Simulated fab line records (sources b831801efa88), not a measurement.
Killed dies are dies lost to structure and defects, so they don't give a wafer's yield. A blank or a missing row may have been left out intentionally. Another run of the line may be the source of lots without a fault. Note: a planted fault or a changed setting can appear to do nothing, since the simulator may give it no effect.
Which tool is to blame? + flow sky130 + 12 lots, 36 wafers sampled, at 5 steps of a route of 708

WHAT THE GAUGES SHOWED, per wafer
SKY_SONOS_ONO_THK_MEAS_05.
| lot  | measured     | on            | SONOS_ONO_CVD_04_THK (nm) |
|------|--------------|---------------|---------------------------|
| L825 | day 11 22:18 | film_metro-04 | 5.70 5.70 5.67            |
| L826 | day 12 14:49 | film_metro-02 | 5.80 5.76 5.79            |
| L827 | day 13 01:46 | film_metro-02 | 5.48 5.47 5.47            |
| L829 | day 13 09:20 | film_metro-02 | 5.95 5.92 5.86            |
| L831 | day 14 06:58 | film_metro-02 | 5.82 5.85 5.79            |
| L833 | day 14 17:02 | film_metro-04 | 5.76 5.82 5.75            |
| L834 | day 14 21:10 | film_metro-02 | 5.82 5.96 5.97            |
| L837 | day 16 00:20 | film_metro-02 | 7.40 7.42 7.20            |
| L844 | day 18 05:20 | film_metro-02 | 5.82 5.80 5.86            |
| L845 | day 18 10:44 | film_metro-03 | 5.72 5.64 5.64            |
| L846 | day 18 22:57 | film_metro-04 | 5.75 5.73 5.81            |
| L847 | day 19 10:14 | film_metro-04 | 5.79 5.77 5.77            |

SKY_VIA1_OVL_MEAS_13.
| lot  | measured     | on         | VIA1_OVL (nm) |
|------|--------------|------------|---------------|
| L825 | day 34 08:55 | overlay-02 | 0 2 -1        |
| L826 | day 35 03:10 | overlay-01 | -2 5 -2       |
| L827 | day 35 12:53 | overlay-01 | 0 -8 7        |
| L829 | day 35 16:16 | overlay-01 | 4 1 4         |
| L831 | day 36 17:14 | overlay-02 | -9 -5 -8      |
| L833 | day 36 19:35 | overlay-01 | -2 0 -11      |
| L834 | day 37 05:59 | overlay-02 | 2 -1 5        |
| L837 | day 38 07:47 | overlay-02 | -12 -5 -8     |
| L844 | day 40 08:14 | overlay-02 | 2 8 1         |
| L845 | day 40 08:29 | overlay-02 | 6 -2 -1       |
| L846 | day 40 15:16 | overlay-02 | -5 -2 -9      |
| L847 | day 41 00:46 | overlay-01 | 1 -1 -3       |

SKY_VIA2_THK_MEAS_01.
| lot  | measured     | on            | VIA2_HDPCVD_THK (nm) |
|------|--------------|---------------|----------------------|
| L825 | day 35 13:58 | film_metro-04 | 1193 1187 1189       |
| L826 | day 36 07:59 | film_metro-03 | 1194 1173 1189       |
| L827 | day 36 17:31 | film_metro-03 | 1163 1168 1163       |
| L829 | day 36 20:57 | film_metro-02 | 1181 1199 1166       |
| L831 | day 37 21:29 | film_metro-02 | 1177 1181 1167       |
| L833 | day 37 23:47 | film_metro-03 | 1157 1150 1160       |
| L834 | day 38 10:19 | film_metro-03 | 1189 1186 1182       |
| L837 | day 39 11:25 | film_metro-02 | 1186 1179 1184       |
| L844 | day 41 11:11 | film_metro-03 | 1204 1181 1189       |
| L845 | day 41 11:16 | film_metro-04 | 1182 1171 1184       |
| L846 | day 41 17:51 | film_metro-02 | 1180 1187 1200       |
| L847 | day 42 03:16 | film_metro-02 | 1163 1183 1180       |

WHAT TOOL EACH LOT RAN ON (gives the tool, then ch and the chambers of the sampled wafers, and finally the start)
| lot  | SKY_SONOS_ONO_CVD_04        | SKY_VIA1_ETCH_15                   |
|------|-----------------------------|------------------------------------|
| L825 | lpcvd-03 ch 0, day 11 21:02 | rie_diel-01 ch 2,3, day 34 08:59   |
| L826 | lpcvd-03 ch 1, day 12 13:34 | rie_diel-01 ch 0,1,3, day 35 03:15 |
| L827 | lpcvd-03 ch 1, day 13 00:31 | rie_diel-03 ch 1,3, day 35 12:57   |
| L829 | lpcvd-03 ch 0, day 13 08:04 | rie_diel-01 ch 0,1,2, day 35 16:20 |
| L831 | lpcvd-03 ch 1, day 14 05:43 | rie_diel-01 ch 0,2,3, day 36 17:18 |
| L833 | lpcvd-03 ch 1, day 14 15:44 | rie_diel-01 ch 0,1,2, day 36 19:39 |
| L834 | lpcvd-03 ch 1, day 14 19:55 | rie_diel-03 ch 0,2, day 37 06:04   |
| L837 | lpcvd-03 ch 0, day 15 23:05 | rie_diel-02 ch 0,2, day 38 07:52   |
| L844 | lpcvd-03 ch 0, day 18 04:05 | rie_diel-02 ch 0,3, day 40 08:19   |
| L845 | lpcvd-03 ch 1, day 18 09:29 | rie_diel-01 ch 1,2,3, day 40 08:33 |
| L846 | lpcvd-03 ch 1, day 18 21:42 | rie_diel-02 ch 0,1,2, day 40 15:21 |
| L847 | lpcvd-03 ch 0, day 19 08:59 | rie_diel-03 ch 2,3, day 41 00:51   |
- SKY_SONOS_ONO_CVD_04: deposits SiO2 from SiH4/N2O, target thk 5.7199 nm.
- SKY_VIA1_ETCH_15: etches SiO2 in C4F8/O2/Ar, stops on TiN, target depth 351 nm, time 54 s.

WHAT THE TOOLS THEMSELVES READ (means of the sampled wafers that have a number; where no wafer has one, the mark that the record gives instead)
SKY_SONOS_ONO_CVD_04.
| lot  | tool     | spike_tc_bottom_C (C) | spike_tc_centre_C (C) | spike_tc_lower_C (C) | zone_power_bottom_pct (%) | zone_power_centre_pct (%) | zone_power_lower_pct (%) |
|------|----------|-----------------------|-----------------------|----------------------|---------------------------|---------------------------|--------------------------|
| L825 | lpcvd-03 | 916.9                 | 898.9                 | 902.9                | 24.2                      | 20.4                      | 20.2                     |
| L826 | lpcvd-03 | 914.3                 | 902.1                 | 901.0                | 24.7                      | 18.5                      | 17.2                     |
| L827 | lpcvd-03 | 915.2                 | 901.8                 | 901.3                | 24.8                      | 18.5                      | 17.2                     |
| L829 | lpcvd-03 | 916.9                 | 899.9                 | 902.1                | 24.2                      | 20.4                      | 20.3                     |
| L831 | lpcvd-03 | 914.2                 | 900.7                 | 901.9                | 24.7                      | 18.5                      | 17.1                     |
| L833 | lpcvd-03 | 914.7                 | 902.2                 | 900.9                | 25.0                      | 18.6                      | 17.0                     |
| L834 | lpcvd-03 | 914.8                 | 902.4                 | 901.5                | 24.8                      | 18.5                      | 17.0                     |
| L837 | lpcvd-03 | 910.8                 | 895.1                 | 937.7                | 19.5                      | 13.4                      | 36.2                     |
| L844 | lpcvd-03 | 916.1                 | 898.1                 | 903.9                | 24.2                      | 20.3                      | 20.2                     |
| L845 | lpcvd-03 | 915.3                 | 900.1                 | 901.5                | 24.8                      | 18.6                      | 17.3                     |
| L846 | lpcvd-03 | 913.9                 | 902.0                 | 900.7                | 24.9                      | 18.4                      | 17.1                     |
| L847 | lpcvd-03 | 916.0                 | 899.4                 | 902.9                | 24.2                      | 20.5                      | 20.2                     |

SKY_VIA1_ETCH_15.
| lot  | tool        | oes_product_au (a.u.) |
|------|-------------|-----------------------|
| L825 | rie_diel-01 | 0.978                 |
| L826 | rie_diel-01 | 0.980                 |
| L827 | rie_diel-03 | 0.981                 |
| L829 | rie_diel-01 | 0.982                 |
| L831 | rie_diel-01 | 0.979                 |
| L833 | rie_diel-01 | 0.977                 |
| L834 | rie_diel-03 | 0.981                 |
| L837 | rie_diel-02 | 0.974                 |
| L844 | rie_diel-02 | 0.986                 |
| L845 | rie_diel-01 | 0.983                 |
| L846 | rie_diel-02 | 0.983                 |
| L847 | rie_diel-03 | 0.975                 |

THE ANSWER, worked out from the rows above alone
Rule: what is usual is taken from the lots themselves. The widest of any qualifying gaps counts: lots, ordered by their means at a reading, are off when they make up no more than a third of the lots, leave a main group of 4 or more, and stand apart from it by 3 or more times the standard deviation of that group's means. Not used: any main group whose means are identical at the precision the tables above print for the reading. Also off: a lot with no number at a reading for which 4 or more lots have one. The other lots that the step has rows for count as sound. First the gauges in route order, then the tools' own readings, where a lot's mean is used as printed above. The first step at which some lot is off is used, and at that step the reading that is off furthest; a lot without a number counts as furthest.
Off: L837, at SKY_SONOS_ONO_THK_MEAS_05 (SONOS_ONO_CVD_04_THK). The main group has a mean of 5.76 nm with a standard deviation of 0.12.
A tool fits if, at a process step before that reading, it ran every lot that is off, and no sound lot after the first of them. Not tried: the gauges at SKY_SONOS_ONO_THK_MEAS_05; whatever is off there is also off at SKY_SONOS_ONO_CVD_04, on other tools, and gauge error can't account for it. None of those tried fits.

WHAT THE SIMULATOR HAD PUT IN
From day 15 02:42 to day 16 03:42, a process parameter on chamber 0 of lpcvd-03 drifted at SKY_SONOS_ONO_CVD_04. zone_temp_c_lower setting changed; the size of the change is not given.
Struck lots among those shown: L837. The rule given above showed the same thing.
